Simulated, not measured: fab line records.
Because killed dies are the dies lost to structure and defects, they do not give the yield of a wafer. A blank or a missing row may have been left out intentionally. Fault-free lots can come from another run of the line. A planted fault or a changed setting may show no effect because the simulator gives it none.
Chamber matching + flow sky130 + SKY_LI_CONTACT_CMP_02 on cmp-02: 4 sister chambers
The step polishes PSG. 4 wafers are shown with their chamber, then 7 later ones without.

== WAFERS, EACH WITH ITS CHAMBER ==
| wafer  | chamber | motor_current_A (A) |
|--------|---------|---------------------|
| L681.1 | 2       | 12.7                |
| L681.4 | 1       | 13.5                |
| L684.4 | 3       | 11.6                |
| L684.5 | 0       | 11.3                |

== WAFERS MISSING THEIR CHAMBER ==
| wafer  | motor_current_A (A) |
|--------|---------------------|
| L684.6 | 13.5                |
| L685.1 | 12.9                |
| L685.2 | 11.5                |
| L685.5 | 13.9                |
| L686.1 | 11.5                |
| L686.5 | 12.6                |
| L686.6 | 14.0                |

== WHICH CHAMBER EACH WENT THROUGH ==
| wafer  | from the rows above     | in truth |
|--------|-------------------------|----------|
| L684.6 | 1                       | 1        |
| L685.1 | can't be placed: 2 or 1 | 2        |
| L685.2 | can't be placed: 3 or 0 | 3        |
| L685.5 | 1                       | 1        |
| L686.1 | can't be placed: 3 or 0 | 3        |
| L686.5 | 2                       | 2        |
| L686.6 | 1                       | 1        |
Correctly placed: 4 of 7. Can't be placed from these rows: 3 (the true chamber is among the candidates in 3). 0 placed wrongly.
How it was worked out, from the rows above alone: a wafer's distance from a chamber is the root of the sum, over the readings, of the square of ((its reading less the chamber's mean) divided by the reading's scatter). The wafer belongs to the nearest chamber; if the next one is less than 2 further off, it can't be placed. A chamber's mean is the mean of its shown wafers. The scatter: with one shown wafer a chamber, the root of the mean of the squares of how far each hidden wafer lies from its nearest shown one.
